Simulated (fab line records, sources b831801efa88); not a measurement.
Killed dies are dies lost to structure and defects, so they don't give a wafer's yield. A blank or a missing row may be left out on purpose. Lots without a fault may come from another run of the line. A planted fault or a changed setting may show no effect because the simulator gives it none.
Which tool did it? | flow sky130 | 13 lots, 39 wafers sampled, at 3 steps of a route of 708

WHAT THE GAUGES READ, wafer by wafer
SKY_VIA1_THK_MEAS_01. Usual: VIA1_HDPCVD_THK 1030 nm, standard deviation 11.
lot  | measured     | on            | VIA1_HDPCVD_THK (nm) | flag
L257 | day 33 12:30 | film_metro-04 | 1027 1017 1021       |
L258 | day 33 14:08 | film_metro-01 | 1037 1031 1030       |
L259 | day 33 14:30 | film_metro-03 | 1043 1011 1024       |
L260 | day 33 17:11 | film_metro-03 | 1032 1014 1027       |
L262 | day 34 12:40 | film_metro-03 | 1030 1021 1030       |
L265 | day 35 12:24 | film_metro-03 | 1039 1032 1019       |
L266 | day 35 18:38 | film_metro-04 | 1029 1023 1030       |
L267 | day 36 03:11 | film_metro-04 | 1046 1035 1037       |
L268 | day 36 08:12 | film_metro-03 | 1031 1027 1010       |
L272 | day 37 11:47 | film_metro-03 | 1041 1034 1026       |
L273 | day 37 21:51 | film_metro-03 | 1025 1037 1041       |
L277 | day 39 09:37 | film_metro-03 | 1027 1034 1035       |
L280 | day 40 17:00 | film_metro-03 | 1033 1046 1036       |

WHICH TOOL RAN EACH LOT (tool, then ch and the chambers of the sampled wafers, then the start)
lot  | SKY_GATE_OXIDE_DEVELOP_09         | SKY_METAL1_SPUTTER_03
L257 | litho_track-01 ch 0, day 14 01:11 | pvd_sputter-04, day 32 08:26
L258 | litho_track-03 ch 0, day 14 07:54 | pvd_sputter-02, day 32 09:13
L259 | litho_track-04 ch 0, day 14 11:07 | pvd_sputter-04, day 32 09:37
L260 | litho_track-04 ch 0, day 14 17:53 | pvd_sputter-02, day 32 12:39
L262 | litho_track-03 ch 0, day 15 14:21 | pvd_sputter-02, day 33 08:41
L265 | litho_track-01 ch 0, day 16 15:49 | pvd_sputter-04, day 34 10:01
L266 | litho_track-03 ch 0, day 17 01:56 | pvd_sputter-01, day 34 16:29
L267 | litho_track-03 ch 0, day 17 10:27 | pvd_sputter-01, day 35 00:32
L268 | litho_track-04 ch 0, day 17 19:52 | pvd_sputter-04, day 35 05:17
L272 | litho_track-04 ch 0, day 19 01:38 | pvd_sputter-04, day 36 09:09
L273 | litho_track-04 ch 0, day 19 13:34 | pvd_sputter-04, day 36 18:46
L277 | litho_track-03 ch 0, day 21 05:56 | pvd_sputter-04, day 38 07:25
L280 | litho_track-04 ch 0, day 23 01:23 | pvd_sputter-04, day 39 15:23
- SKY_GATE_OXIDE_DEVELOP_09: develop time 60 s.
- SKY_METAL1_SPUTTER_03: material Ti, target thk 5 nm, time 3.3 s.

WHAT THE TOOLS THEMSELVES READ (means of the sampled wafers that have a number; where no wafer has one, the mark that the record gives instead)
SKY_GATE_OXIDE_DEVELOP_09. Usual: chill_plate_temp_C 23.02 C, standard deviation 0.11; developer_temp_C 23.05 C, standard deviation 0.097; exhaust_pa 45.0 Pa, standard deviation 0.95.
lot  | tool           | chill_plate_temp_C (C) | developer_temp_C (C) | exhaust_pa (Pa) | flag
L257 | litho_track-01 | 23.04                  | 22.96                | 45.2            |
L258 | litho_track-03 | 22.97                  | 23.02                | 44.6            |
L259 | litho_track-04 | 23.00                  | 23.15                | 44.4            |
L260 | litho_track-04 | 23.16                  | 23.03                | 46.2            |
L262 | litho_track-03 | 22.98                  | 23.06                | 44.5            |
L265 | litho_track-01 | 22.95                  | 23.10                | 44.4            |
L266 | litho_track-03 | 23.12                  | 22.99                | 44.9            |
L267 | litho_track-03 | 22.91                  | 23.09                | 44.7            |
L268 | litho_track-04 | 23.12                  | 22.94                | 45.7            |
L272 | litho_track-04 | 23.11                  | 22.05                | 44.5            | OFF
L273 | litho_track-04 | 22.95                  | 22.08                | 46.5            | OFF
L277 | litho_track-03 | 22.80                  | 23.13                | 45.7            |
L280 | litho_track-04 | 23.08                  | 23.01                | 44.8            |

SKY_METAL1_SPUTTER_03. Usual: throttle_valve_pct 29.9 %, standard deviation 1.
lot  | tool           | throttle_valve_pct (%) | flag
L257 | pvd_sputter-04 | 30.4                   |
L258 | pvd_sputter-02 | 29.5                   |
L259 | pvd_sputter-04 | 29.7                   |
L260 | pvd_sputter-02 | 29.4                   |
L262 | pvd_sputter-02 | 29.6                   |
L265 | pvd_sputter-04 | 30.8                   |
L266 | pvd_sputter-01 | 29.7                   |
L267 | pvd_sputter-01 | 29.6                   |
L268 | pvd_sputter-04 | 30.4                   |
L272 | pvd_sputter-04 | 30.4                   |
L273 | pvd_sputter-04 | 30.6                   |
L277 | pvd_sputter-04 | 30.7                   |
L280 | pvd_sputter-04 | 30.7                   |

THE ANSWER, worked out from the rows above alone
Rule: a lot is off if the mean of its wafers that have a number lies more than 3 standard deviations from the usual mean. A lot without any number at a reading at which 4 lots or more have one is off too. The other lots that the step has rows for count as sound. The gauges are gone through in route order, then the tools' own readings, and for those a lot's mean is taken as printed above. The first step at which some lot is off is used, and at that step the reading that is off furthest; a lot without a number counts as furthest.
Off: L272, L273, at SKY_GATE_OXIDE_DEVELOP_09 (developer_temp_C).
A tool fits if, at that step or a process step before it, it ran every lot that is off, and no sound lot after the first of them. None of those tried fits.

WHAT THE SIMULATOR HAD PUT IN
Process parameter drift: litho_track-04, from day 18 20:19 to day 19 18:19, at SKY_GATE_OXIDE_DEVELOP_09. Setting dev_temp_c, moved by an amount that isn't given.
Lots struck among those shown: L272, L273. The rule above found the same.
